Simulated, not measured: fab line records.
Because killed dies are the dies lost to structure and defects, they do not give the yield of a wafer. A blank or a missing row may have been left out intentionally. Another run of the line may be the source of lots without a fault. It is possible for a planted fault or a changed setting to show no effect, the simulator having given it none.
fab line records	flow sky130
[record] lots = 11	wafers = 33	lastDay = 50
route steps=708 shown METAL2@499 VIA2@510 METAL3@536 PAD_OPEN@708
lots that met no fault: taken from a fault-free run of the same line
startH: start of the lot's first displayed wafer, in hours after the record's first day	waitH: hours since the lot's step before	" identical to the entry in the row above	L1.1+2: a single row standing in for several wafers	- value missing, or start not given	* or withheld: withheld	< > ~ a bound
route shown NAME@n: a module of which the file shows steps, and the number in the route of the first	usual: mean and standard deviation over wafers with no fault	same: alike in all rows	chamber/n: place in a boat	sites: each site's reading	_std_site: standard deviation across them	_edge_site: mean of outer sites minus mean of inner sites	radiusMm: for every site, how far away it sits from the centre of the wafer	mask NAME#n: copy n	behind: tool/chamber where the wafer was last shaped	hold: reason for holding the lot/hours on hold/outcome of the hold	device: names the non-switching transistor (n, p or np)	end of line: tests of these same wafers at the route's end	a step with no rows: only its recipe	killed: count of dies lost to structure and defects at first sort (not the wafer's yield)	map: the dies of a wafer, with x for killed, . for not killed, _ for no die there
set.NAME: the setting that was run; set.NAME@STEP: the one run at that earlier step	model.NAME: the simulator's own value behind a step, which no gauge read
a sample of lots followed through the steps of the route, with each step as a table and each wafer as a row
services: a tool's chamber out of use, with start hour (startH, from the record's first day; less than 0 if before it), hours out, and reason
[[steps]]
[step SKY_METAL2_OVL_MEAS_16]
[usual] METAL2_OVL = 0/6.2
lot.wafer	tool	chamber	startH	waitH	METAL2_OVL[nm]
L119.2	overlay-01	-	820.13	0.1	5
L119.5	"	-	"	"	4
L119.6	"	-	"	"	5
L121.2	overlay-02	-	840.52	0.1	-13
L121.3	"	-	"	"	-2
L121.5	"	-	"	"	-7
L123.2	overlay-02	-	850.78	0.1	-4
L123.4	"	-	"	"	1
L123.6	"	-	"	"	-2
L124.1	overlay-01	-	861.98	0.1	3
L124.3	"	-	"	"	-7
L124.6	"	-	"	"	2
L126.1	overlay-01	-	874.43	0.1	1
L126.2	"	-	"	"	-1
L126.5	"	-	"	"	-1
L129.4	overlay-01	-	896.14	0.1	-4
L129.5	"	-	"	"	-7
L129.6	"	-	"	"	-5
L130.1	overlay-02	-	903.58	0.1	-8
L130.3	"	-	"	"	-1
L130.4	"	-	"	"	4
L131.3	overlay-02	-	919.34	0.1	15
L131.5	"	-	"	"	16
L131.6	"	-	"	"	1
L132.1	overlay-02	-	928.18	0.1	-7
L132.5	"	-	"	"	-1
L132.6	"	-	"	"	4
L135.1	overlay-01	-	946.08	0.1	-2
L135.4	"	-	"	"	-2
L135.6	"	-	"	"	-3
L141.1	overlay-01	-	980.88	0.1	2
L141.2	"	-	"	"	-5
L141.5	"	-	"	"	-6
[step SKY_VIA2_BOW_MEAS_03]
[recipe] mode = bow
[usual] VIA2_BOW = 84/6.6
lot.wafer	tool	chamber	startH	waitH	VIA2_BOW[um]
L119.2	filmMetro-03	-	821.79	0.3	82
L119.5	"	-	"	"	77
L119.6	"	-	"	"	80
L121.2	filmMetro-03	-	841.89	0.3	90
L121.3	"	-	"	"	82
L121.5	"	-	"	"	84
L123.2	filmMetro-04	-	852.20	0.1	74
L123.4	"	-	"	"	78
L123.6	"	-	"	"	80
L124.1	filmMetro-04	-	863.68	0.1	86
L124.3	"	-	"	"	85
L124.6	"	-	"	"	85
L126.1	filmMetro-03	-	876.28	0.2	78
L126.2	"	-	"	"	92
L126.5	"	-	"	"	92
L129.4	filmMetro-01	-	897.55	0.3	76
L129.5	"	-	"	"	75
L129.6	"	-	"	"	81
L130.1	filmMetro-04	-	904.92	0.2	80
L130.3	"	-	"	"	81
L130.4	"	-	"	"	82
L131.3	filmMetro-03	-	921.50	0.1	77
L131.5	"	-	"	"	95
L131.6	"	-	"	"	91
L132.1	filmMetro-04	-	929.51	0.1	77
L132.5	"	-	"	"	80
L132.6	"	-	"	"	86
L135.1	filmMetro-04	-	947.56	0.1	87
L135.4	"	-	"	"	80
L135.6	"	-	"	"	78
L141.1	filmMetro-03	-	982.18	0.1	92
L141.2	"	-	"	"	96
L141.5	"	-	"	"	84
[step SKY_VIA2_THK_MEAS_23]
[recipe] thkMeasGauge = xrf	reads = W_of_VIA2_CVD_21
[usual] VIA2_W_THK = 433/9.1
lot.wafer	tool	chamber	startH	waitH	VIA2_W_THK[nm]
L119.2	filmMetro-01	-	848.68	0.1	424
L119.5	"	-	"	"	433
L119.6	"	-	"	"	438
L121.2	filmMetro-01	-	868.62	0.1	426
L121.3	"	-	"	"	426
L121.5	"	-	"	"	422
L123.2	filmMetro-04	-	878.71	0.1	441
L123.4	"	-	"	"	434
L123.6	"	-	"	"	427
L124.1	filmMetro-03	-	890.96	0.1	415
L124.3	"	-	"	"	428
L124.6	"	-	"	"	424
L126.1	filmMetro-03	-	903.38	0.1	436
L126.2	"	-	"	"	412
L126.5	"	-	"	"	419
L129.4	filmMetro-01	-	923.95	0.1	431
L129.5	"	-	"	"	442
L129.6	"	-	"	"	435
L130.1	filmMetro-04	-	931.34	0.1	430
L130.3	"	-	"	"	442
L130.4	"	-	"	"	435
L131.3	filmMetro-03	-	947.21	0.1	438
L131.5	"	-	"	"	439
L131.6	"	-	"	"	424
L132.1	filmMetro-03	-	955.77	0.1	426
L132.5	"	-	"	"	427
L132.6	"	-	"	"	417
L135.1	filmMetro-03	-	973.47	0.1	426
L135.4	"	-	"	"	432
L135.6	"	-	"	"	426
L141.1	filmMetro-03	-	1006.98	0.1	431
L141.2	"	-	"	"	419
L141.5	"	-	"	"	424
[step SKY_METAL3_SPUTTER_04]
[recipe] material = TiN	targetThkNm = 70	powerW = 6500	timeS = 58.3	chamberPressurePa = 0.4
[usual] throttleValvePct = 29.7/0.99
lot.wafer	tool	chamber	startH	waitH	throttleValvePct
L119.2	pvdSputter-01	-	849.13	0.0	29.9
L119.5	"	-	"	"	29.9
L119.6	"	-	"	"	29.7
L121.2	pvdSputter-02	-	869.07	0.0	28.0
L121.3	"	-	"	"	30.3
L121.5	"	-	"	"	28.4
L123.2	pvdSputter-02	-	879.16	0.0	27.7
L123.4	"	-	"	"	30.6
L123.6	"	-	"	"	28.6
L124.1	pvdSputter-03	-	891.43	0.0	30.5
L124.3	"	-	"	"	30.0
L124.6	"	-	"	"	30.4
L126.1	pvdSputter-02	-	903.84	0.0	30.3
L126.2	"	-	"	"	27.6
L126.5	"	-	"	"	30.3
L129.4	pvdSputter-01	-	924.41	0.0	28.2
L129.5	"	-	"	"	30.1
L129.6	"	-	"	"	29.9
L130.1	pvdSputter-03	-	931.80	0.0	30.6
L130.3	"	-	"	"	30.7
L130.4	"	-	"	"	30.2
L131.3	pvdSputter-03	-	947.65	0.0	30.2
L131.5	"	-	"	"	30.5
L131.6	"	-	"	"	30.6
L132.1	pvdSputter-01	-	956.71	0.0	29.8
L132.5	"	-	"	"	30.4
L132.6	"	-	"	"	28.3
L135.1	pvdSputter-02	-	973.94	0.0	27.4
L135.4	"	-	"	"	28.4
L135.6	"	-	"	"	30.3
L141.1	pvdSputter-02	-	1007.44	0.0	30.5
L141.2	"	-	"	"	30.4
L141.5	"	-	"	"	30.3
[step SKY_METAL3_METAL_ETCH_18]
[recipe] targetDepthA = 8450	stopOn = SiO2	overEtchFrac = 0.3	timeS = 183.1	chemistry = Cl2/BCl3	resistSidewallDeg = 88	pressureMtorr = 10	icpW = 900	biasW = 48.5	Cl2_flow_sccm = 60	bcl3FlowSccm = 30
[usual] bcl3FlowSccm = 29.99/0.1	drypumpMotorCurrentA = 5.6/0.41	oesProductAu = 0.864/0.006	throttleValvePct = 22.265/0.0088
lot.wafer	tool	chamber	startH	waitH	bcl3FlowSccm	drypumpMotorCurrentA	oesProductAu	rfHoursCounterH	throttleValvePct
L119.2	rieMetal-04	1	902.40	0.0	30.13	5.3	0.855	12	22.278
L119.5	"	0	"	"	29.98	6.5	0.867	-	22.257
L119.6	"	1	"	"	30.11	5.3	0.864	-	22.257
L121.2	rieMetal-04	1	921.46	0.0	30.00	5.3	0.865	13	22.258
L121.3	"	0	"	"	30.08	6.5	0.864	-	22.259
L121.5	"	0	"	"	30.13	6.5	0.864	-	22.268
L123.2	rieMetal-01	0	930.41	0.0	30.01	5.8	0.858	16	22.267
L123.4	"	1	"	"	29.90	5.5	0.865	-	22.271
L123.6	"	0	"	"	29.90	5.8	0.864	-	22.259
L124.1	rieMetal-03	1	942.16	0.0	30.08	5.3	0.860	15	22.258
L124.3	"	1	"	"	29.92	5.3	0.862	-	22.256
L124.6	"	1	"	"	30.10	5.3	0.869	-	22.272
L126.1	rieMetal-03	1	954.51	0.0	30.00	5.3	0.857	16	22.251
L126.2	"	0	"	"	29.90	5.5	0.860	5	22.260
L126.5	"	1	"	"	29.96	5.3	0.863	-	22.263
L129.4	rieMetal-03	1	975.09	0.1	30.22	5.3	0.865	-	22.272
L129.5	"	1	"	"	30.07	5.3	0.854	-	22.267
L129.6	"	0	"	"	30.11	5.5	0.862	-	22.278
L130.1	rieMetal-01	1	982.75	0.0	29.89	5.6	0.864	17	22.274
L130.3	"	0	"	"	29.98	5.8	0.866	-	22.280
L130.4	"	1	"	"	30.02	5.5	0.870	-	22.259
L131.3	rieMetal-01	1	996.39	0.1	29.93	5.5	0.866	-	22.270
L131.5	"	0	"	"	30.26	5.8	0.859	-	22.283
L131.6	"	1	"	"	29.92	5.5	0.865	-	22.255
L132.1	rieMetal-03	1	1004.81	0.0	30.11	5.3	0.867	19	22.273
L132.5	"	0	"	"	29.87	5.5	0.870	-	22.256
L132.6	"	1	"	"	30.01	5.3	0.868	-	22.265
L135.1	rieMetal-04	1	1022.13	0.0	29.77	5.3	0.894	20	22.252
L135.4	"	0	"	"	30.05	6.4	0.892	-	22.265
L135.6	"	1	"	"	29.79	5.3	0.900	-	22.250
L141.1	rieMetal-04	0	1053.63	0.0	29.93	6.5	0.901	5	22.269
L141.2	"	1	"	"	29.87	5.2	0.896	23	22.264
L141.5	"	0	"	"	29.96	6.5	0.892	-	22.246
[step SKY_PAD_OPEN_PROBE_99]
[usual] defectLimitedYield = 82.5/1.9	killed_at_M0_to_M3 = 43/7.6	killed_at_M4_up = 2.9/1.7	killedAtContacts = 24/5.5	killedAtFrontEnd = 15/4.2	killedAtOther = 0.3/0.52	killedDies = 86/9.4	killedOnRim = 17/4	killedOpen = 47/7	killedShort = 39/6.4	sort_bin_3_pad_short = 0.9/0.4	sort_bin_5_function = 10.3/1.6	sort_bin_6_memory = 6.2/1.1	sortNPass = 406/9.4	sortYieldPct = 82.5/1.9
[same] grossDies = 492	killedAtBackSide = 0	sort_bin_4_leakage[%] = 0	sort_bin_8_speed[%] = 0
lot.wafer	tool	chamber	startH	waitH	defectLimitedYield[%]	killed_at_M0_to_M3	killed_at_M4_up	killedAtContacts	killedAtFrontEnd	killedAtOther	killedDies	killedOnRim	killedOpen	killedShort	sort_bin_3_pad_short[%]	sort_bin_5_function[%]	sort_bin_6_memory[%]	sortNPass	sortYieldPct[%]
L126.1	prober-01	-	1120.98	0.1	82.5	53	1	15	16	1	86	18	41	44	0.8	9.8	6.9	406	82.5
L126.2	prober-01	-	1121.03	0.1	84.8	37	3	14	20	1	75	17	29	45	1.2	8.5	5.5	417	84.8
L126.5	prober-01	-	1121.18	0.2	82.1	48	2	27	10	1	88	17	52	35	0.4	10.6	6.9	404	82.1
L129.4	prober-02	-	1137.35	0.2	80.5	48	3	28	17	0	96	14	53	42	1.2	12.0	6.3	396	80.5
L129.5	prober-02	-	1137.40	0.2	82.7	42	5	20	18	0	85	12	43	41	1.0	11.4	4.9	407	82.7
L129.6	prober-02	-	1137.45	0.2	80.1	55	3	28	11	1	98	28	52	42	0.4	11.4	8.1	394	80.1
L130.1	prober-01	-	1143.60	0.1	83.1	41	4	27	11	0	83	17	50	33	0.4	11.2	5.3	409	83.1
L130.3	prober-01	-	1143.70	0.2	81.9	44	1	30	14	0	89	16	45	44	0.6	12.0	5.5	403	81.9
L130.4	prober-01	-	1143.75	0.2	83.5	32	2	28	19	0	81	18	55	26	0.6	9.1	6.7	411	83.5
L135.1	prober-02	-	1173.18	0.1	81.9	43	4	28	14	0	89	27	41	48	1.6	9.3	7.1	403	81.9
L135.4	prober-02	-	1173.33	0.2	80.9	56	4	19	15	0	94	25	43	51	1.2	12.8	5.1	398	80.9
L135.6	prober-02	-	1173.43	0.2	82.3	24	4	38	21	0	87	17	49	38	0.4	11.8	5.5	405	82.3
// killed by level:class
L126.1 METAL2:geometricParticle:short=9 METAL1:geometricParticle:short=7 CONTACT:geometricParticle:open=6 VIA1:geometricParticle:open=6 VIA2:geometricParticle:open=6 VIA2:geometricParticle:short=6 FIELD_ISO:geometricParticle:open=5 POLY_GATE:geometricParticle:open=5
L126.2 VIA1:geometricParticle:open=9 FIELD_ISO:geometricParticle:short=7 VIA1:geometricParticle:short=7 LOCAL_INTERCONNECT:geometricParticle:short=6 FIELD_ISO:geometricParticle:open=4 POLY_GATE:geometricParticle:short=4 METAL1:geometricParticle:short=4 VIA3:geometricParticle:short=3
L126.5 VIA1:geometricParticle:open=19 CONTACT:geometricParticle:open=7 LI_CONTACT:geometricParticle:open=6 LI_CONTACT:geometricParticle:short=5 VIA2:geometricParticle:open=5 LOCAL_INTERCONNECT:geometricParticle:short=5 METAL1:geometricParticle:short=5 VIA3:geometricParticle:open=5
L129.4 VIA1:geometricParticle:open=13 CONTACT:geometricParticle:open=9 METAL1:geometricParticle:short=8 LOCAL_INTERCONNECT:geometricParticle:short=7 VIA2:geometricParticle:open=7 FIELD_ISO:geometricParticle:open=5 METAL2:geometricParticle:short=5 FIELD_ISO:geometricParticle:short=4
L129.5 VIA1:geometricParticle:open=10 METAL2:geometricParticle:short=10 CONTACT:geometricParticle:open=8 LI_CONTACT:geometricParticle:open=7 FIELD_ISO:geometricParticle:short=5 VIA1:geometricParticle:short=5 METAL4:geometricParticle:short=4 VIA2:geometricParticle:open=4
L129.6 VIA1:geometricParticle:open=16 CONTACT:geometricParticle:open=10 VIA1:geometricParticle:short=9 LI_CONTACT:geometricParticle:open=8 VIA3:geometricParticle:open=8 METAL2:geometricParticle:short=6 FIELD_ISO:geometricParticle:open=4 FIELD_ISO:geometricParticle:short=4
L130.1 CONTACT:geometricParticle:open=10 VIA1:geometricParticle:open=10 LI_CONTACT:geometricParticle:open=9 VIA2:geometricParticle:open=7 VIA1:geometricParticle:short=5 CONTACT:geometricParticle:short=5 VIA3:geometricParticle:short=5 POLY_CUT:geometricParticle:open=4
L130.3 LI_CONTACT:geometricParticle:open=12 METAL2:geometricParticle:short=11 CONTACT:geometricParticle:short=7 CONTACT:geometricParticle:open=7 VIA1:geometricParticle:open=7 METAL1:geometricParticle:short=6 POLY_GATE:geometricParticle:open=5 VIA3:geometricParticle:open=4
L130.4 CONTACT:geometricParticle:open=16 VIA3:geometricParticle:open=11 VIA1:geometricParticle:open=6 LI_CONTACT:geometricParticle:open=6 POLY_GATE:geometricParticle:open=5 FIELD_ISO:geometricParticle:open=4 POLY_GATE:geometricParticle:short=4 CONTACT:geometricParticle:short=4
L135.1 CONTACT:geometricParticle:open=9 METAL1:geometricParticle:short=8 METAL2:geometricParticle:short=8 LI_CONTACT:geometricParticle:open=7 VIA1:geometricParticle:open=7 VIA2:geometricParticle:open=6 VIA2:geometricParticle:short=5 FIELD_ISO:geometricParticle:short=4
L135.4 METAL1:geometricParticle:short=9 METAL2:geometricParticle:short=9 VIA1:geometricParticle:open=8 VIA2:geometricParticle:open=8 CONTACT:geometricParticle:open=6 VIA1:geometricParticle:short=6 CONTACT:geometricParticle:short=5 VIA3:geometricParticle:open=5
L135.6 CONTACT:geometricParticle:open=13 LI_CONTACT:geometricParticle:open=10 LI_CONTACT:geometricParticle:short=8 FIELD_ISO:geometricParticle:open=6 FIELD_ISO:geometricParticle:short=5 POLY_GATE:geometricParticle:open=4 VIA1:geometricParticle:open=4 CONTACT:geometricParticle:short=4
[[services]]
tool	chamber	startH	hours	kind
pvdSputter-03	-	833.20	2.4	repair
rieMetal-04	-	833.85	0.3	repair
pvdSputter-02	1	866.05	-	consumableReplace:kit
pvdSputter-02	1	866.05	18.0	scheduledDown
pvdSputter-02	1	866.05	18.0	ventCycle
rieMetal-03	-	888.85	2.8	pm
rieMetal-04	0	934.91	-	clean
rieMetal-04	0	934.91	14.8	scheduledDown
rieMetal-04	0	934.91	14.8	ventCycle
pvdSputter-01	-	938.20	8.3	repair
pvdSputter-02	-	948.84	3.7	repair
rieMetal-01	1	950.22	1.2	repair
pvdSputter-02	-	977.74	13.3	repair
pvdSputter-02	-	984.20	0.8	repair
pvdSputter-01	-	989.62	0.8	repair
rieMetal-03	0	1005.55	13.9	repair
pvdSputter-02	-	1009.75	8.4	repair
rieMetal-03	-	1010.30	1.4	pm
rieMetal-04	0	1027.82	21.8	repair
rieMetal-03	1	1028.12	-	clean
pvdSputter-02	0	1034.92	-	consumableReplace:kit
pvdSputter-02	0	1034.92	18.0	scheduledDown
pvdSputter-02	0	1034.92	18.0	ventCycle
pvdSputter-01	-	1050.25	10.0	repair
[[key]]
[firstSign] step = SKY_METAL3_METAL_ETCH_18	reading = oesProductAu	direction = up	sigmas = 5.3	usual = 0.864	struck = 0.896
effect none on later readings
metAt SKY_METAL3_SPUTTER_04
struckLots L135,L141
notActingAt SKY_METAL2_OVL_MEAS_16,SKY_VIA2_BOW_MEAS_03,SKY_VIA2_THK_MEAS_23
onsetBetween 903.84 973.94
alsoFits time
[fault] kind = processParameterDrift	tool = pvdSputter-02	chamber = -	onsetH = 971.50	steps = SKY_METAL3_SPUTTER_04	channel = targetThkNm	offset = 65.605	shape = step	endH = 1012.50	actsIn = theseRecipesOnly	stated = 70
